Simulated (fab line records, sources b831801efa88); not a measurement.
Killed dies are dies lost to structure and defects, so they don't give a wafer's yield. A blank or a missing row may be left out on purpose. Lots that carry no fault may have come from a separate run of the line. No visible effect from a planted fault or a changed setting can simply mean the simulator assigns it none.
A lot that was struck, set against a sound lot -- flow sky130 -- 43 out of 708 route steps
Sound: the wafers L351.1, L351.4, L351.5. Struck: wafers L357.1, L357.2, L357.3. At the end, the cause is stated.
Order at every step that has rows: each side's tool, ch and its chambers, its first start. Under that, the readings that differ: sound wafers -- struck wafers -- difference of the means -- sigmas: that difference in standard deviations of wafers without a fault.
alike: a reading whose means differ by less than 2 such deviations, as well as words and numbers matching on both sides. not compared: withheld readings; readings where some wafer has no value; bounds like >300 that might hide an equal value; numbers whose values overlap and for which the record gives no deviation.
A row with sigmas, a row that says differs or no value, or rows on one side alone: a step with any of these is where the two part. Numbers that don't overlap but have no deviation are shown without sigmas and don't part them. Lack of a reading on every wafer of one side parts them only where that side has two or more wafers.

first, 6 steps without rows for these wafers: SKY_VIA1_STRIP_16 (strips in O2/N2); SKY_VIA1_STRIP_17 (strips in post etch residue remover, time 1200 s); SKY_VIA1_CLEAN_18 (cleans in IPA, time 180 s); SKY_VIA1_CLEAN_19 (cleans in O3/DIW); SKY_VIA1_SPUTTER_20 (material TiN, target thk 20 nm, time 80 s); SKY_VIA1_CVD_21 (deposits W, target thk 270 nm, time 80.902 s).
SKY_VIA1_RS_MEAS_22: the measuring method here is four-point-probe.
  struck on film_metro-04, day 36 17:41; sound on film_metro-04, day 34 08:13
  alike: VIA1_W_RS
SKY_VIA1_THK_MEAS_23: measures by xrf.
  struck on film_metro-04, day 36 17:49; sound on film_metro-04, day 34 08:20
  alike: VIA1_W_THK
SKY_VIA1_CMP_24: polishes, stops on SiO2, t overpolish 15 s, target thk 0 nm.
  sound on cmp-01 ch 0,2,3, day 34 08:23; struck on cmp-01 ch 0,1,2, day 36 17:52
  alike: motor_current_A, overpolish_run_s, retaining_ring_pressure_frac, time_to_endpoint_s
then, 1 step without rows for these wafers: SKY_METAL2_SPUTTER_00 (material Ti, target thk 15 nm, time 10 s).
SKY_METAL2_SPUTTER_01: material TiN, target thk 20 nm, time 16.7 s.
  struck on pvd_sputter-02, day 36 18:11; sound on pvd_sputter-02, day 34 08:43
  alike: throttle_valve_pct
SKY_METAL2_SPUTTER_02: material AlCu, target thk 250 nm, time 13.3 s.
  struck on pvd_sputter-02, day 36 18:13; sound on pvd_sputter-02, day 34 08:44
  alike: throttle_valve_pct
SKY_METAL2_SPUTTER_03: material Ti, target thk 5 nm, time 3.3 s.
  struck on pvd_sputter-02, day 36 18:14; sound on pvd_sputter-02, day 34 08:46
  alike: throttle_valve_pct
then, 1 step without rows for these wafers: SKY_METAL2_SPUTTER_04 (material TiN, target thk 70 nm, time 58.3 s).
SKY_METAL2_RS_MEAS_05: the measuring method here is four-point-probe.
  struck on film_metro-04, day 36 18:19; sound on film_metro-02, day 34 08:50
  alike: METAL2_ALCU_RS
SKY_METAL2_THK_MEAS_06: measures by xrf.
  struck on film_metro-04, day 36 18:26; sound on film_metro-02, day 34 08:57
  alike: METAL2_ALCU_THK
then, 8 steps without rows for these wafers: SKY_METAL2_DEHYDRATE_07 (time 60 s); SKY_METAL2_HMDS_08 (prime time 60 s); SKY_METAL2_COAT_09 (resist thk 60 nm); SKY_METAL2_COAT_10 (resist thk 450 nm); SKY_METAL2_SOFTBAKE_11 (time 90 s); SKY_METAL2_EXPOSE_12 (exposes mask MM2, target cd 140 nm); SKY_METAL2_PEB_13; SKY_METAL2_DEVELOP_14 (develop time 60 s).
SKY_METAL2_CD_MEAS_15: target cd 140 nm.
  struck on cd_sem-01, day 37 20:04; sound on cd_sem-02, day 35 11:01
  alike: cd_nm
SKY_METAL2_OVL_MEAS_16:
  struck on overlay-02, day 37 20:11; sound on overlay-02, day 35 11:08
  alike: METAL2_OVL
SKY_METAL2_DESCUM_17: chemistry O2, time 8 s.
  sound on rie_metal-03 ch 0, day 35 11:11; struck on rie_metal-02 ch 0,1, day 37 20:14
  alike: drypump_motor_current_A, oes_product_au
  not compared: rf_hours_counter_h
then, 2 steps without rows for these wafers: SKY_METAL2_ETCH_18 (etches BARC in N2/H2, stops on SiO2, time 45.9 s, target depth 60 nm); SKY_METAL2_METAL_ETCH_19 (etches the open film in Cl2/BCl3, stops on SiO2, target depth 360 nm, time 78 s).
SKY_METAL2_STRIP_20: strips in O2/N2.
  sound on plasma_asher-03 ch 0,1, day 35 11:22; struck on plasma_asher-02 ch 0,1, day 37 20:25
  alike: drypump_motor_current_A, oes_product_au, strip_time_to_endpoint_s
  not compared: rf_hours_counter_h
then, 4 steps without rows for these wafers: SKY_METAL2_STRIP_21 (strips in post etch residue remover, time 1200 s); SKY_METAL2_CLEAN_22 (cleans in IPA, time 180 s); SKY_METAL2_CLEAN_23 (cleans in O3/DIW); SKY_VIA2_HDPCVD_00 (deposits SiO2, target thk 1180 nm, time 196.7 s).
SKY_VIA2_THK_MEAS_01:
  struck on film_metro-04, day 37 21:10; sound on film_metro-04, day 35 12:05
  alike: VIA2_HDPCVD_THK
then, 1 step without rows for these wafers: SKY_VIA2_CMP_02 (polishes SiO2).
SKY_VIA2_BOW_MEAS_03:
  struck on film_metro-04, day 37 21:32; sound on film_metro-03, day 35 12:26
  alike: VIA2_BOW
then, 5 steps without rows for these wafers: SKY_VIA2_DEHYDRATE_04 (time 60 s); SKY_VIA2_HMDS_05 (prime time 60 s); SKY_VIA2_COAT_06 (resist thk 60 nm); SKY_VIA2_COAT_07 (resist thk 450 nm); SKY_VIA2_SOFTBAKE_08 (time 90 s).
-- the record jumps here: 10 days lie between the struck wafers' starts before and after (it left off in module VIA2 and takes up again in module PAD_OPEN, whose first step shown is number 708 of the route) --
SKY_PAD_OPEN_PROBE_99:
  struck on prober-01, day 47 22:37; sound on prober-02, day 45 23:22
reading,sound,struck,difference,sigmas
defect_limited_yield (%),80.9 76.0 80.5,70.9 73.8 72.8,-6.6,-3
killed_at_M0_to_M3,38 55 51,100 94 94,+48,+7
killed_at_M4_up,5 9 9,1 4 3,-5,-3
killed_at_other,2 1 2,0 0 0,-2,-3
killed_dies,94 118 96,143 129 134,+33,+3
sort_bin_3_pad_short (%),1.0 2.0 0.4,5.3 3.5 2.0,+2.5,+6
sort_bin_5_function (%),10.4 14.0 13.0,17.3 16.3 18.3,+4.8,+3
sort_n_pass,398 374 396,349 363 358,-33,-3
sort_yield_pct (%),80.9 76.0 80.5,70.9 73.8 72.8,-6.6,-3
model.etest.tester.sort_n_pass,398 374 396,349 363 358,-33,
model.etest.tester.sort_yield_pct (%),80.89 76.02 80.49,70.94 73.78 72.76,-6.64,
model.etest.tester.sort_bin_5_pct (%),10.37 14.02 13.01,17.28 16.26 18.29,+4.81,
  alike: killed_at_contacts, killed_at_front_end, killed_open, killed_short, sort_bin_6_memory
  not compared: model.etest.tester.sort_bin_3_pct

== WHERE THEY PART ==
Only at SKY_PAD_OPEN_PROBE_99, within this record.

WHY: what had been put in by the simulator
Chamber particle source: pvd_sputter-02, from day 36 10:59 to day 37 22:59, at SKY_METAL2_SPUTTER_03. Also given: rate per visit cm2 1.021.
